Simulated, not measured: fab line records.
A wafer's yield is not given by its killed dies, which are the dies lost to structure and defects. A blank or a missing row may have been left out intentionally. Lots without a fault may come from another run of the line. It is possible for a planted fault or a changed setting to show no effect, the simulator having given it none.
fab line records + flow sky130
record
- lots=12
- wafers=36
- lastDay=50
route steps=708 shown VIA3@588 METAL4@630 METAL5@663 PAD_OPEN@708
lots untouched by any fault: they come from a run of this same line in which no faults occurred
startH: hours from the record's opening day to when the first of the lot's shown wafers began + waitH: time in hours since the lot's previous step + " repeats the value in the row above + L1.1+2: a single row standing in for several wafers + - no value, or no start was given + * or withheld: withheld + < > ~ a bound
route shown NAME@n: names a module that has steps shown in the file, with the first one's number in the route + usual: the fault-free wafers' mean and standard deviation + same: alike in all rows + chamber/n: place in a boat + sites: per-site readings + _std_site: standard deviation of those values + _edge_site: inner sites' mean taken away from outer sites' mean + radiusMm: how far each site lies from the wafer's centre + mask NAME#n: copy n + behind: the last tool/chamber to shape the wafer + hold: what put the lot on hold/how long, in hours/how the hold closed + device: the n, p or np transistor that did not switch + end of line: at the end of the route, the tests of the same wafers + step lacking rows: just its recipe + killed: at the first sort, the dies lost to defects and structure; wafer yield is something else + map: shows each die of a wafer: x if killed, . if not, _ if none is there
set.NAME: the setting that was run; set.NAME@STEP: the one run at that earlier step + model.NAME: the simulator's own value behind a step, which no gauge read
one table for each step of the route and one row for each wafer, over a sample of lots
services: from which hour (startH, from the record's first day; less than 0 if before it) a tool's chamber was out of use, for how many hours, and why
## steps
# step SKY_VIA3_ETCH_15
# recipe
- target=SiO2
- chemistry=C4F8/O2/Ar
- targetDepthNm=507
- stopOn=TiN
- maskMaterial=KrF-thick
- sourceW=1500
- biasW=1200
- pressureMtorr=40
- c4f8FlowSccm=withheld
- O2_flow_sccm=6
- Ar_flow_sccm=300
- timeS=78
# usual
- biasW=1200/3.2
- oesProductAu=0.946/0.0047
| lot.wafer | tool       | chamber | startH  | waitH | biasW | oesProductAu | rfHoursCounterH |
|-----------|------------|---------|---------|-------|-------|--------------|-----------------|
| L448.4    | rieDiel-02 | 1       | 935.40  | 0.0   | 1197  | 0.951        | -               |
| L448.5    | "          | 0       | "       | "     | 1197  | 0.956        | -               |
| L448.6    | "          | 3       | "       | "     | 1198  | 0.945        | -               |
| L449.3    | rieDiel-01 | 0       | 938.95  | 0.0   | 1199  | 0.947        | 5               |
| L449.4    | "          | 3       | "       | "     | 1204  | 0.947        | 16              |
| L449.6    | "          | 1       | "       | "     | 1192  | 0.941        | -               |
| L452.2    | rieDiel-02 | 2       | 958.25  | 0.0   | 1203  | 0.946        | 13              |
| L452.3    | "          | 3       | "       | "     | 1201  | 0.944        | 6               |
| L452.6    | "          | 0       | "       | "     | 1201  | 0.955        | -               |
| L453.3    | rieDiel-02 | 2       | 963.12  | 0.0   | 1197  | 0.943        | 13              |
| L453.4    | "          | 0       | "       | "     | 1198  | 0.944        | 21              |
| L453.5    | "          | 2       | "       | "     | 1191  | 0.946        | -               |
| L454.1    | rieDiel-01 | 1       | 968.13  | 0.0   | 1200  | 0.937        | 6               |
| L454.2    | "          | 0       | "       | "     | 1201  | 0.946        | 6               |
| L454.6    | "          | 0       | "       | "     | 1201  | 0.939        | -               |
| L455.1    | rieDiel-01 | 2       | 981.67  | 0.0   | 1199  | 0.944        | 14              |
| L455.3    | "          | 0       | "       | "     | 1200  | 0.946        | 6               |
| L455.6    | "          | 0       | "       | "     | 1202  | 0.944        | -               |
| L461.1    | rieDiel-01 | 0       | 1029.19 | 0.0   | 1198  | 0.939        | 8               |
| L461.2    | "          | 1       | "       | "     | 1200  | 0.943        | 9               |
| L461.3    | "          | 2       | "       | "     | 1201  | 0.946        | 16              |
| L464.1    | rieDiel-01 | 0       | 1052.47 | 0.0   | 1201  | 0.952        | 9               |
| L464.2    | "          | 2       | "       | "     | 1203  | 0.946        | 17              |
| L464.5    | "          | 2       | "       | "     | 1199  | 0.941        | -               |
| L465.1    | rieDiel-03 | 2       | 1055.47 | 0.0   | 1200  | 0.951        | 10              |
| L465.3    | "          | 0       | "       | "     | 1200  | 0.946        | 4               |
| L465.4    | "          | 3       | "       | "     | 1204  | 0.951        | 17              |
| L467.1    | rieDiel-03 | 2       | 1059.20 | 0.0   | 1203  | 0.942        | 10              |
| L467.4    | "          | 0       | "       | "     | 1204  | 0.948        | 4               |
| L467.6    | "          | 3       | "       | "     | 1198  | 0.937        | -               |
| L468.1    | rieDiel-02 | 3       | 1081.42 | 0.0   | 1196  | 0.950        | 10              |
| L468.4    | "          | 0       | "       | "     | 1198  | 0.955        | 25              |
| L468.5    | "          | 0       | "       | "     | 1202  | 0.948        | -               |
| L469.3    | rieDiel-01 | 0       | 1087.00 | 0.0   | 1200  | 0.944        | 10              |
| L469.4    | "          | 1       | "       | "     | 1195  | 0.944        | 11              |
| L469.5    | "          | 0       | "       | "     | 1196  | 0.944        | -               |
# step SKY_METAL4_OVL_MEAS_14
# usual
- METAL4_OVL=-4/6.5
| lot.wafer | tool       | chamber | startH  | waitH | METAL4_OVL[nm] |
|-----------|------------|---------|---------|-------|----------------|
| L448.4    | overlay-02 | -       | 985.76  | 0.1   | -8             |
| L448.5    | "          | -       | "       | "     | 0              |
| L448.6    | "          | -       | "       | "     | -5             |
| L449.3    | overlay-01 | -       | 990.68  | 0.1   | -1             |
| L449.4    | "          | -       | "       | "     | -3             |
| L449.6    | "          | -       | "       | "     | -5             |
| L452.2    | overlay-02 | -       | 1008.53 | 0.1   | -12            |
| L452.3    | "          | -       | "       | "     | -8             |
| L452.6    | "          | -       | "       | "     | -16            |
| L453.3    | overlay-02 | -       | 1013.40 | 0.1   | -8             |
| L453.4    | "          | -       | "       | "     | -7             |
| L453.5    | "          | -       | "       | "     | -5             |
| L454.1    | overlay-01 | -       | 1016.44 | 0.1   | 6              |
| L454.2    | "          | -       | "       | "     | 5              |
| L454.6    | "          | -       | "       | "     | 6              |
| L455.1    | overlay-02 | -       | 1030.52 | 0.1   | 5              |
| L455.3    | "          | -       | "       | "     | -2             |
| L455.6    | "          | -       | "       | "     | -9             |
| L461.1    | overlay-02 | -       | 1075.59 | 0.1   | -17            |
| L461.2    | "          | -       | "       | "     | -10            |
| L461.3    | "          | -       | "       | "     | -12            |
| L464.1    | overlay-02 | -       | 1097.35 | 0.1   | -11            |
| L464.2    | "          | -       | "       | "     | -2             |
| L464.5    | "          | -       | "       | "     | -8             |
| L465.1    | overlay-01 | -       | 1100.59 | 0.1   | -11            |
| L465.3    | "          | -       | "       | "     | -2             |
| L465.4    | "          | -       | "       | "     | -12            |
| L467.1    | overlay-02 | -       | 1103.52 | 0.1   | -9             |
| L467.4    | "          | -       | "       | "     | -12            |
| L467.6    | "          | -       | "       | "     | -12            |
| L468.1    | overlay-02 | -       | 1123.85 | 0.1   | -21            |
| L468.4    | "          | -       | "       | "     | -14            |
| L468.5    | "          | -       | "       | "     | -12            |
| L469.3    | overlay-01 | -       | 1128.65 | 0.1   | -7             |
| L469.4    | "          | -       | "       | "     | 2              |
| L469.5    | "          | -       | "       | "     | -6             |
# step SKY_METAL4_DESCUM_15
# recipe
- chemistry=O2
- sourcePowerW=150
- biasPowerW=0
- pressureMtorr=10
- tempC=40
- timeS=8
# usual
- drypumpMotorCurrentA=5.7/0.46
- oesProductAu=1.000/0.006
| lot.wafer | tool        | chamber | startH  | waitH | drypumpMotorCurrentA | oesProductAu | rfHoursCounterH |
|-----------|-------------|---------|---------|-------|----------------------|--------------|-----------------|
| L448.4    | rieMetal-01 | 0       | 985.79  | 0.0   | 5.4                  | 0.997        | -               |
| L448.5    | "           | 0       | "       | "     | 5.4                  | 0.999        | -               |
| L448.6    | "           | 1       | "       | "     | 5.3                  | 0.998        | -               |
| L449.3    | rieMetal-03 | 1       | 990.72  | 0.0   | 6.4                  | 0.999        | -               |
| L449.4    | "           | 0       | "       | "     | 5.5                  | 0.985        | -               |
| L449.6    | "           | 0       | "       | "     | 5.5                  | 0.994        | -               |
| L452.2    | rieMetal-01 | 0       | 1008.56 | 0.0   | 5.4                  | 0.995        | 4               |
| L452.3    | "           | 0       | "       | "     | 5.4                  | 0.997        | -               |
| L452.6    | "           | 0       | "       | "     | 5.4                  | 1.002        | -               |
| L453.3    | rieMetal-03 | 1       | 1013.45 | 0.0   | 6.4                  | 1.002        | -               |
| L453.4    | "           | 1       | "       | "     | 6.4                  | 1.008        | -               |
| L453.5    | "           | 1       | "       | "     | 6.4                  | 0.999        | -               |
| L454.1    | rieMetal-03 | 1       | 1016.48 | 0.0   | 6.3                  | 0.996        | 18              |
| L454.2    | "           | 1       | "       | "     | 6.3                  | 0.986        | -               |
| L454.6    | "           | 1       | "       | "     | 6.4                  | 0.993        | -               |
| L455.1    | rieMetal-03 | 0       | 1030.56 | 0.0   | 5.5                  | 0.995        | 0               |
| L455.3    | "           | 1       | "       | "     | 6.4                  | 0.995        | -               |
| L455.6    | "           | 1       | "       | "     | 6.4                  | 0.992        | -               |
| L461.1    | rieMetal-01 | 1       | 1075.63 | 0.0   | 5.3                  | 0.991        | 20              |
| L461.2    | "           | 0       | "       | "     | 5.4                  | 1.001        | 10              |
| L461.3    | "           | 0       | "       | "     | 5.4                  | 0.998        | -               |
| L464.1    | rieMetal-03 | 1       | 1097.38 | 0.0   | 6.4                  | 1.008        | 23              |
| L464.2    | "           | 0       | "       | "     | 5.5                  | 0.999        | 5               |
| L464.5    | "           | 1       | "       | "     | 6.4                  | 1.000        | -               |
| L465.1    | rieMetal-01 | 1       | 1100.63 | 0.0   | 5.3                  | 1.002        | 22              |
| L465.3    | "           | 1       | "       | "     | 5.2                  | 1.007        | -               |
| L465.4    | "           | 1       | "       | "     | 5.3                  | 1.000        | -               |
| L467.1    | rieMetal-03 | 0       | 1103.56 | 0.0   | 5.4                  | 1.000        | 5               |
| L467.4    | "           | 1       | "       | "     | 6.4                  | 0.999        | -               |
| L467.6    | "           | 1       | "       | "     | 6.3                  | 1.001        | -               |
| L468.1    | rieMetal-01 | 1       | 1123.88 | 0.0   | 5.3                  | 0.997        | 26              |
| L468.4    | "           | 1       | "       | "     | 5.3                  | 1.006        | -               |
| L468.5    | "           | 1       | "       | "     | 5.3                  | 1.007        | -               |
| L469.3    | rieMetal-01 | 1       | 1128.69 | 0.0   | 5.3                  | 1.002        | -               |
| L469.4    | "           | 0       | "       | "     | 5.4                  | 0.993        | -               |
| L469.5    | "           | 0       | "       | "     | 5.4                  | 1.005        | -               |
# step SKY_METAL5_SPUTTER_02
# recipe
- material=AlCu
- targetThkNm=1150
- powerW=10600
- timeS=61.2
- chamberPressurePa=0.4
# usual
- throttleValvePct=30.0/1.5
| lot.wafer | tool          | chamber | startH  | waitH | throttleValvePct |
|-----------|---------------|---------|---------|-------|------------------|
| L448.4    | pvdSputter-03 | -       | 1012.03 | 0.0   | 33.1             |
| L448.5    | "             | -       | "       | "     | 28.6             |
| L448.6    | "             | -       | "       | "     | 28.4             |
| L449.3    | pvdSputter-03 | -       | 1017.16 | 0.0   | 28.1             |
| L449.4    | "             | -       | "       | "     | 28.4             |
| L449.6    | "             | -       | "       | "     | 28.2             |
| L452.2    | pvdSputter-02 | -       | 1034.32 | 0.0   | 29.5             |
| L452.3    | "             | -       | "       | "     | 29.6             |
| L452.6    | "             | -       | "       | "     | 30.8             |
| L453.3    | pvdSputter-03 | -       | 1038.83 | 0.0   | 28.4             |
| L453.4    | "             | -       | "       | "     | 28.3             |
| L453.5    | "             | -       | "       | "     | 28.4             |
| L454.1    | pvdSputter-01 | -       | 1041.24 | 0.0   | 29.6             |
| L454.2    | "             | -       | "       | "     | 31.1             |
| L454.6    | "             | -       | "       | "     | 31.6             |
| L455.1    | pvdSputter-03 | -       | 1055.64 | 0.0   | 28.4             |
| L455.3    | "             | -       | "       | "     | 28.3             |
| L455.6    | "             | -       | "       | "     | 28.2             |
| L461.1    | pvdSputter-03 | -       | 1098.50 | 0.0   | 33.2             |
| L461.2    | "             | -       | "       | "     | 28.6             |
| L461.3    | "             | -       | "       | "     | 30.7             |
| L464.1    | pvdSputter-02 | -       | 1119.88 | 0.0   | 29.7             |
| L464.2    | "             | -       | "       | "     | 28.5             |
| L464.5    | "             | -       | "       | "     | 28.9             |
| L465.1    | pvdSputter-03 | -       | 1123.44 | 0.0   | 30.4             |
| L465.3    | "             | -       | "       | "     | 28.1             |
| L465.4    | "             | -       | "       | "     | 30.5             |
| L467.1    | pvdSputter-02 | -       | 1127.14 | 0.0   | 30.5             |
| L467.4    | "             | -       | "       | "     | 29.7             |
| L467.6    | "             | -       | "       | "     | 30.8             |
| L468.1    | pvdSputter-01 | -       | 1145.70 | 0.0   | 29.9             |
| L468.4    | "             | -       | "       | "     | 29.7             |
| L468.5    | "             | -       | "       | "     | 29.9             |
| L469.3    | pvdSputter-03 | -       | 1151.40 | 0.0   | 28.5             |
| L469.4    | "             | -       | "       | "     | 28.6             |
| L469.5    | "             | -       | "       | "     | 27.9             |
# step SKY_PAD_OPEN_PROBE_99
# usual
- defectLimitedYield=82.5/1.8
- killed_at_M0_to_M3=43/5.9
- killed_at_M4_up=3.3/1.9
- killedAtContacts=24/5.6
- killedAtFrontEnd=15/4.1
- killedAtOther=0.4/0.66
- killedDies=86/9
- killedOpen=47/6.9
- killedShort=39/6.2
- sort_bin_3_pad_short=0.9/0.45
- sort_bin_5_function=10.3/1.4
- sort_bin_6_memory=6.3/1.2
- sortNPass=406/9
- sortYieldPct=82.5/1.8
# same
- grossDies=492
- killedAtBackSide=0
- sort_bin_4_leakage[%]=0
- sort_bin_8_speed[%]=0
| lot.wafer | tool      | chamber | startH  | waitH | defectLimitedYield[%] | killed_at_M0_to_M3 | killed_at_M4_up | killedAtContacts | killedAtFrontEnd | killedAtOther | killedDies | killedOpen | killedShort | sort_bin_3_pad_short[%] | sort_bin_5_function[%] | sort_bin_6_memory[%] | sortNPass | sortYieldPct[%] |
|-----------|-----------|---------|---------|-------|-----------------------|--------------------|-----------------|------------------|------------------|---------------|------------|------------|-------------|-------------------------|------------------------|----------------------|-----------|-----------------|
| L452.2    | prober-02 | -       | 1101.82 | 0.1   | 81.1                  | 48                 | 3               | 26               | 14               | 2             | 93         | 59         | 34          | 0.6                     | 10.0                   | 8.3                  | 399       | 81.1            |
| L452.3    | prober-02 | -       | 1101.87 | 0.2   | 83.3                  | 51                 | 3               | 14               | 13               | 1             | 82         | 49         | 33          | 0.8                     | 9.1                    | 6.7                  | 410       | 83.3            |
| L452.6    | prober-02 | -       | 1102.02 | 0.2   | 71.7                  | 101                | 5               | 20               | 12               | 1             | 139        | 48         | 32          | 3.9                     | 15.9                   | 8.5                  | 353       | 71.7            |
| L453.3    | prober-01 | -       | 1105.90 | 0.2   | 81.7                  | 41                 | 5               | 32               | 11               | 1             | 90         | 40         | 49          | 1.2                     | 10.4                   | 6.7                  | 402       | 81.7            |
| L453.4    | prober-01 | -       | 1105.95 | 0.2   | 72.4                  | 87                 | 7               | 24               | 17               | 1             | 136        | 40         | 39          | 5.1                     | 17.5                   | 5.1                  | 356       | 72.4            |
| L453.5    | prober-01 | -       | 1106.00 | 0.2   | 82.1                  | 42                 | 1               | 33               | 12               | 0             | 88         | 45         | 42          | 0.4                     | 11.8                   | 5.7                  | 404       | 82.1            |
# killed by level:class
L452.2 VIA3:geometricParticle:open=12 LI_CONTACT:geometricParticle:open=11 VIA1:geometricParticle:open=8 METAL1:geometricParticle:short=8 CONTACT:geometricParticle:open=7 FIELD_ISO:geometricParticle:short=5 METAL2:geometricParticle:short=5 VIA2:geometricParticle:open=5
L452.3 VIA1:geometricParticle:open=15 METAL1:geometricParticle:short=10 VIA2:geometricParticle:open=8 LOCAL_INTERCONNECT:geometricParticle:short=5 FIELD_ISO:geometricParticle:open=4 POLY_GATE:geometricParticle:open=4 LI_CONTACT:geometricParticle:open=4 VIA1:geometricParticle:short=4
L452.6 VIA3:unspecified=59 VIA1:geometricParticle:open=16 CONTACT:geometricParticle:open=7 LI_CONTACT:geometricParticle:open=6 LI_CONTACT:geometricParticle:short=4 VIA1:geometricParticle:short=4 VIA3:geometricParticle:open=4 FIELD_ISO:geometricParticle:short=3
L453.3 CONTACT:geometricParticle:open=10 CONTACT:geometricParticle:short=10 VIA1:geometricParticle:short=7 VIA2:geometricParticle:open=7 METAL2:geometricParticle:short=6 LI_CONTACT:geometricParticle:open=5 LI_CONTACT:geometricParticle:short=5 VIA1:geometricParticle:open=4
L453.4 VIA3:unspecified=57 FIELD_ISO:geometricParticle:short=8 CONTACT:geometricParticle:open=8 VIA1:geometricParticle:open=7 LOCAL_INTERCONNECT:geometricParticle:short=6 METAL4:geometricParticle:short=5 VIA3:geometricParticle:open=5 CONTACT:geometricParticle:short=4
L453.5 CONTACT:geometricParticle:short=11 CONTACT:geometricParticle:open=9 VIA1:geometricParticle:open=8 LI_CONTACT:geometricParticle:open=7 VIA2:geometricParticle:open=7 FIELD_ISO:geometricParticle:open=5 VIA1:geometricParticle:short=5 METAL2:geometricParticle:short=5
## services
| tool          | chamber | startH  | hours | kind   |
|---------------|---------|---------|-------|--------|
| rieDiel-01    | 0       | 916.82  | 5.6   | repair |
| rieDiel-02    | 2       | 933.70  | 23.4  | repair |
| rieMetal-01   | -       | 952.88  | 0.2   | repair |
| rieDiel-03    | -       | 984.63  | 14.6  | pm     |
| rieDiel-02    | 1       | 989.71  | 32.2  | repair |
| pvdSputter-03 | -       | 994.27  | 2.5   | repair |
| rieDiel-03    | 3       | 1003.34 | 2.5   | repair |
| rieDiel-03    | -       | 1005.58 | 0.5   | repair |
| rieMetal-01   | 1       | 1024.74 | 18.7  | repair |
| pvdSputter-02 | -       | 1037.95 | 4.3   | repair |
| rieMetal-03   | -       | 1044.60 | 2.8   | pm     |
| pvdSputter-02 | -       | 1047.86 | 3.3   | repair |
| rieDiel-01    | 1       | 1067.33 | 2.5   | repair |
| rieDiel-03    | 1       | 1068.59 | 32.8  | repair |
| pvdSputter-01 | -       | 1069.94 | 6.5   | repair |
| rieMetal-01   | 0       | 1095.17 | 23.8  | repair |
| rieDiel-02    | 3       | 1107.54 | 4.7   | repair |
| rieDiel-03    | 2       | 1107.59 | 7.6   | repair |
| pvdSputter-01 | -       | 1108.21 | 7.3   | repair |
| pvdSputter-03 | -       | 1109.31 | 2.0   | repair |
| pvdSputter-02 | -       | 1129.17 | 5.9   | repair |
| pvdSputter-02 | -       | 1133.24 | 4.1   | repair |
| rieMetal-03   | -       | 1134.44 | 1.5   | repair |
| rieMetal-01   | -       | 1149.09 | 0.5   | repair |
## key
firstSign
- step=SKY_PAD_OPEN_PROBE_99
- reading=killed_at_M0_to_M3
- direction=up
- sigmas=8.6
- usual=43
- struck=94
effect
- step=SKY_PAD_OPEN_PROBE_99
- reading=sort_bin_3_pad_short
- direction=up
- sigmas=7.9
- usual=0.9
- struck=4.5
metAt SKY_VIA3_ETCH_15
struckLots L452,L453
struckWafers L452.6,L453.4
notActingAt SKY_METAL4_OVL_MEAS_14,SKY_METAL4_DESCUM_15,SKY_METAL5_SPUTTER_02
onsetBetween 935.40 958.25
fault
- kind=chamberParticleSource
- tool=rieDiel-02
- chamber=0
- onsetH=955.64
- steps=SKY_VIA3_ETCH_15
- ratePerVisitCm2=1.6774
- endH=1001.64
